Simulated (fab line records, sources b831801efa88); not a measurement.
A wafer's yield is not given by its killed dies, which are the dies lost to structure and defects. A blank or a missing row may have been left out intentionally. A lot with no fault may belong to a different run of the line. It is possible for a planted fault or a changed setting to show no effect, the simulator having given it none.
Split-lot experiment	flow sfq_line	on a route of 325 steps: 5 lots, 23 wafers read

## ON THE SPLIT
At SFQ_TRILAYER_I1_VIA_LITHO_COAT_049 (resist thk 650 nm), the setting spin_rpm was moved away from the recipe's 3000 rpm on 6 of the 23 wafers read, by +3.8% to +5.6%. This setting was run at the recipe's value on the other wafers.

The split's own step is where the reading is taken.

## THE READING
KrF_of_TRILAYER_I1_VIA_LITHO_COAT_049.thk_nm (the simulator's own value, which no gauge read), in nm, at SFQ_TRILAYER_I1_VIA_LITHO_COAT_049 (resist thk 650 nm). The file does not state a usual value for it. Average 649.0 nm, standard deviation 1.1 nm, over the 17 wafers here run with the recipe.

wafer	tool, chamber at the split	spin_rpm as run, rpm	against the recipe	KrF_of_TRILAYER_I1_VIA_LITHO_COAT_049.thk_nm, nm	against lot-mates on the recipe
L075.1	litho_track-01, 0	3000	recipe	648.3	-
L075.5	litho_track-01, 0	3000	recipe	647.2	-
L075.6	litho_track-01, 0	3000	recipe	647.3	-
L080.1	litho_track-04, 0	3000	recipe	649.5	-
L080.2	litho_track-04, 0	3113	+3.8%	638.5	-11.7
L080.3	litho_track-04, 0	3000	recipe	650.8	-
L080.4	litho_track-04, 0	3000	recipe	650.4	-
L080.5	litho_track-04, 0	3113	+3.8%	637.7	-12.5
L081.2	litho_track-01, 0	3000	recipe	648.2	-
L081.3	litho_track-01, 0	3167	+5.6%	630.8	-18.1
L081.4	litho_track-01, 0	3000	recipe	649.6	-
L081.5	litho_track-01, 0	3167	+5.6%	631.2	-17.7
L081.6	litho_track-01, 0	3000	recipe	648.9	-
L083.2	litho_track-01, 0	3000	recipe	647.6	-
L083.3	litho_track-01, 0	3000	recipe	648	-
L083.4	litho_track-01, 0	3000	recipe	648.2	-
L083.5	litho_track-01, 0	3134	+4.5%	635.5	-12.4
L083.6	litho_track-01, 0	3134	+4.5%	632.6	-15.3
L085.1	litho_track-01, 0	3000	recipe	650.7	-
L085.2	litho_track-01, 0	3000	recipe	649.4	-
L085.4	litho_track-01, 0	3000	recipe	649.5	-
L085.5	litho_track-01, 0	3000	recipe	649.1	-
L085.6	litho_track-01, 0	3000	recipe	649.9	-

FIT RESULTS
A straight line over all 23 wafers: KrF_of_TRILAYER_I1_VIA_LITHO_COAT_049.thk_nm changes by -3.2 nm for each +1% of spin_rpm; r = -0.99; the points scatter about the line by 1.2 nm.
The same after taking each lot's own level away (the mean of its wafers on the recipe; 23 wafers): -3.18 nm for each +1%; r = -1.00; scatter 0.66 nm.
On that fit, the largest move of spin_rpm shifts the reading by 18 nm.
The lots' own levels span 647.60 to 650.23 nm, that is 2.4 times the standard deviation above.
So the lot-to-lot level changes the slope little: the two slopes agree.
Check: with one of the wafers moved furthest among these (+5.6%) left out of the fit, the line predicts -17.6 nm for it against its lot-mates. Against them it came out at -18.1 nm.

## FURTHER SPLITS ON THESE WAFERS
Other splits were also applied to these wafers ahead of the reading. Each is held against what the fit with the lots' levels taken away leaves over:
other split on the same wafers	wafers away from the commonest value	r with KrF_of_TRILAYER_I1_VIA_LITHO_COAT_049.thk_nm (lot level and that fit taken away)
SFQ_TRILAYER_L0_DEP_SPUTTER_003 power_w	5	+0.19
SFQ_TRILAYER_L0_LITHO_COAT_005 spin_rpm	5	+0.00
SFQ_TRILAYER_L0_VIA_LITHO_COAT_018 resist_thk_nm	4	+0.19
SFQ_TRILAYER_M0_DEP_SPUTTER_019 time_s	11	-0.24
SFQ_TRILAYER_M0_ETCH_METAL_ETCH_024 icp_w	7	-0.10
SFQ_TRILAYER_I0_VIA_LITHO_COAT_036 resist_thk_nm	11	+0.17
SFQ_TRILAYER_M1_LITHO_COAT_039 spin_rpm	4	+0.07
SFQ_TRILAYER_M1_BARC_OPEN_METAL_ETCH_054 icp_w	7	-0.06

## THE FILE'S OWN FIT
KrF_of_TRILAYER_I1_VIA_LITHO_COAT_049.thk_nm changes by -3.19 nm for each +1% of spin_rpm, r = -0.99.
